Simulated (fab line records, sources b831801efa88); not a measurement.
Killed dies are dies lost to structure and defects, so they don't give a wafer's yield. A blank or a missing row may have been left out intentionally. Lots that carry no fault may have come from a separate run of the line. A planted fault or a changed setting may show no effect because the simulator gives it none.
Struck lot and sound lot, side by side / flow sky130 / 23 out of 708 route steps
Sound: these wafers, L441.1, L441.3, L441.4. Wafers L448.1, L448.2, L448.5 were the ones struck. At the end, the cause is stated.
Per side, at each step with rows, come the tool, then ch with its chambers, and then its first start. Under that, the readings that differ: sound wafers / struck wafers / difference of the means / sigmas: that difference in standard deviations of wafers without a fault.
alike: same words and numbers on both sides, and readings whose means sit less than 2 such deviations apart. not compared: any withheld reading, any reading some wafer has no value for, any bound like >300 that may hide the same value, and any number with overlapping values for which the record gives no deviation.
A row with sigmas, a row that says differs or no value, or rows on one side alone: a step with any of these is where the two part. Non-overlapping numbers with no deviation appear without sigmas and do not part them. A reading missing from all wafers of one side parts the sides only when that side holds two or more wafers.

first, 5 steps without rows for these wafers: SKY_PWDE_COAT_02 (resist thk 3000 nm); SKY_PWDE_SOFTBAKE_03; SKY_PWDE_EXPOSE_04 (exposes mask PWDEM, target cd 840 nm); SKY_PWDE_PEB_05; SKY_PWDE_DEVELOP_06 (develop time 60 s).
SKY_PWDE_OVL_MEAS_07:
  sound on overlay-02, day 4 19:48; struck on overlay-02, day 6 09:58
  alike: PWDE_OVL
next, for these wafers, 1 step has no rows: SKY_PWDE_IMPLANT_08.
SKY_PWDE_STRIP_09: strips in O2/N2.
  sound on plasmaAsher-04 ch 0,1, day 4 19:59; struck on plasmaAsher-04 ch 0,1, day 6 10:09
  alike: drypumpMotorCurrentA, oesProductAu, stripTimeToEndpointS
  not compared: rfHoursCounterH
SKY_PWDE_TW_MEAS_10:
  sound on filmMetro-03, day 4 20:05; struck on filmMetro-02, day 6 10:15
  alike: PWDE_TW
then, 3 steps without rows for these wafers: SKY_NWELL_DEHYDRATE_03 (time 60 s); SKY_NWELL_HMDS_04 (prime time 60 s); SKY_NWELL_COAT_05 (resist thk 3000 nm).
SKY_NWELL_SOFTBAKE_06:
  sound on lithoTrack-02 ch 0, day 5 04:09; struck on lithoTrack-03 ch 0, day 6 19:16
reading=heaterPowerTotalW (W); sound=65.56 65.36 65.34; struck=70.79 70.62 70.73; difference=+5.29; sigmas=+41
reading=plateTempC (C); sound=109.89 109.92 110.03; struck=116.88 116.92 117.07; difference=+7.01; sigmas=+58
reading=model.coat_of_NWELL_COAT_05.thkNm (nm); sound=3008 3003 3005; struck=2939 2936 2939; difference=-67; sigmas=
then, 2 steps without rows for these wafers: SKY_NWELL_EXPOSE_07 (exposes mask NWM, target cd 840 nm); SKY_NWELL_PEB_08.
SKY_NWELL_DEVELOP_09: develop time 60 s.
  sound on lithoTrack-04 ch 0; struck on lithoTrack-03 ch 0
reading=model.coat_of_NWELL_COAT_05.thkNm (nm); sound=3004 2999 3001; struck=2935 2931 2934; difference=-68; sigmas=
SKY_NWELL_OVL_MEAS_10:
  sound on overlay-01, day 5 13:09; struck on overlay-02, day 7 05:19
  alike: NWELL_00_OVL
then, 3 steps without rows for these wafers: SKY_NWELL_IMPLANT_11; SKY_NWELL_IMPLANT_12; SKY_NWELL_IMPLANT_13.
SKY_NWELL_STRIP_14: strips in O2/N2.
  sound on plasmaAsher-02 ch 0,1, day 5 13:38; struck on plasmaAsher-02 ch 0,1, day 7 05:48
reading=stripTimeToEndpointS (s); sound=37.00 36.95 36.95; struck=36.22 36.20 36.22; difference=-0.75; sigmas=-8
  alike: drypumpMotorCurrentA, oesProductAu
  not compared: rfHoursCounterH
SKY_NWELL_TW_MEAS_15:
  sound on filmMetro-02, day 5 13:44; struck on filmMetro-01, day 7 05:54
  alike: NWELL_TW
-- the record jumps here: 41 days lie between the struck wafers' starts before and after (it left off in module NWELL and takes up again in module PAD_OPEN, whose first step shown is number 708 of the route) --
SKY_PAD_OPEN_PROBE_99:
  only the struck wafers here have rows in the record (prober-01, day 48 11:23); the sound ones have none

== WHERE THEY PART ==
First at SKY_NWELL_SOFTBAKE_06; last, within this record, at SKY_PAD_OPEN_PROBE_99.

WHY: what had been put in by the simulator
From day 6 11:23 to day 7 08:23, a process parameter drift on lithoTrack-03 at SKY_NWELL_SOFTBAKE_06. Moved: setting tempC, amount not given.
